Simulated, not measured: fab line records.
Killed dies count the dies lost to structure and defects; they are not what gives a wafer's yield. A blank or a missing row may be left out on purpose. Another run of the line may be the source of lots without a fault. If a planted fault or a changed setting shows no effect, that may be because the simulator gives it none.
Which tool is to blame? -- flow sky130 -- 14 lots, 42 wafers sampled, at 2 steps of a route of 708

## WHAT EACH GAUGE READ, for each wafer
Not one reading of a measure or inspect step in the record can be checked against a usual standard deviation.

## WHAT TOOL EACH LOT RAN ON (gives the tool, then ch and the chambers of the sampled wafers, and finally the start)
lot,SKY_POLY_CUT_ETCH_11,SKY_PAD_OPEN_PROBE_99
L861,"rieDiel-01 ch 1,2,3, day 24 14:28","prober-02, day 45 14:26"
L863,"rieDiel-01 ch 1,3, day 25 04:58",-
L864,"rieDiel-04 ch 0,1,3, day 25 19:20",-
L866,"rieDiel-01 ch 0,1,2, day 26 11:44","prober-01, day 46 21:23"
L870,"rieDiel-02 ch 0,2,3, day 27 13:28",-
L871,"rieDiel-01 ch 0,3, day 28 03:19","prober-02, day 48 03:43"
L872,"rieDiel-04 ch 0,1,2, day 31 02:02",-
L873,"rieDiel-01 ch 0,1,2, day 31 02:04","prober-02, day 50 08:17"
L874,"rieDiel-02 ch 0,2,3, day 31 02:28",-
L875,"rieDiel-04 ch 1,2,3, day 31 04:06",-
L879,"rieDiel-02 ch 1,2,3, day 31 04:13",-
L882,"rieDiel-01 ch 1,2,3, day 31 07:46","prober-01, day 50 14:44"
L883,"rieDiel-02 ch 1,2, day 31 11:58","prober-01, day 50 15:30"
L884,"rieDiel-01 ch 1,2,3, day 31 21:43",-
- SKY_POLY_CUT_ETCH_11: etches Si3N4 in CF4/CH2F2/Ar, stops on poly-Si, time 42.5 s, target depth 60 nm.
- SKY_PAD_OPEN_PROBE_99

## WHAT THE TOOLS THEMSELVES READ (means of the sampled wafers that have a number; where no wafer has one, the mark that the record gives instead)
SKY_POLY_CUT_ETCH_11.
lot,tool,biasW (W),cf4FlowSccm (sccm),drypumpMotorCurrentA (A),oesProductAu (a.u.),throttleValvePct (%)
L861,rieDiel-01,150.1,39.88,6.0,0.827,14.987
L863,rieDiel-01,149.5,40.03,6.2,0.834,14.992
L864,rieDiel-04,149.8,40.07,5.4,0.826,14.993
L866,rieDiel-01,150.1,40.12,5.8,0.835,14.991
L870,rieDiel-02,149.6,40.02,5.5,0.825,14.985
L871,rieDiel-01,149.8,40.06,5.2,0.825,15.010
L872,rieDiel-04,149.7,39.83,5.6,0.834,14.997
L873,rieDiel-01,150.2,39.90,5.8,0.830,14.997
L874,rieDiel-02,150.0,40.07,5.5,0.825,14.990
L875,rieDiel-04,150.4,40.08,5.1,0.834,14.992
L879,rieDiel-02,150.2,40.02,5.9,0.828,14.998
L882,rieDiel-01,-,-,-,-,-
L883,rieDiel-02,-,-,-,-,-
L884,rieDiel-01,149.8,40.02,6.0,0.826,14.992

SKY_PAD_OPEN_PROBE_99.
lot,tool,killed_at_M0_to_M3,killed_at_M4_up,killedAtContacts,killedAtFrontEnd,killedAtOther,killedDies,killedOnRim,killedOpen,killedShort
L861,prober-02,46,2.3,28,21,0.0,98,20,56,42
L866,prober-01,45,2.0,30,11,0.0,88,15,49,38
L871,prober-02,47,3.0,21,16,0.0,88,15,48,40
L873,prober-02,41,3.0,27,19,0.7,91,23,49,41
L882,prober-01,38,4.7,21,428,0.3,492,96,42,38
L883,prober-01,48,3.3,21,418,1.3,492,96,46,40

## THE ANSWER, worked out from the rows above alone
Rule: the usual values come from the lots themselves. The widest of any qualifying gaps counts: lots, ordered by their means at a reading, are off when they make up no more than a third of the lots, leave a main group of 4 or more, and stand apart from it by 3 or more times the standard deviation of that group's means. If all means in a main group match to the digits the tables above print for the reading, that group is not used. Also off: a lot with no number at a reading for which 4 or more lots have one. The other lots that the step has rows for count as sound. After the gauges, taken in route order, come the tools' own readings; for these a lot's mean is taken, as printed above. At the first step where some lot is off, the reading lying furthest off is the one used; lots without a number count as furthest.
Off: L882, L883 (SKY_POLY_CUT_ETCH_11, biasW). Without a number there: L882, L883. Main group: mean 149.9 W, sd 0.26.
If a tool, at that step or one of the process steps before it, ran each lot that is off and ran no sound lot following the first of them, it fits. No candidate that was tried fits.

## WHAT THE SIMULATOR PUT IN
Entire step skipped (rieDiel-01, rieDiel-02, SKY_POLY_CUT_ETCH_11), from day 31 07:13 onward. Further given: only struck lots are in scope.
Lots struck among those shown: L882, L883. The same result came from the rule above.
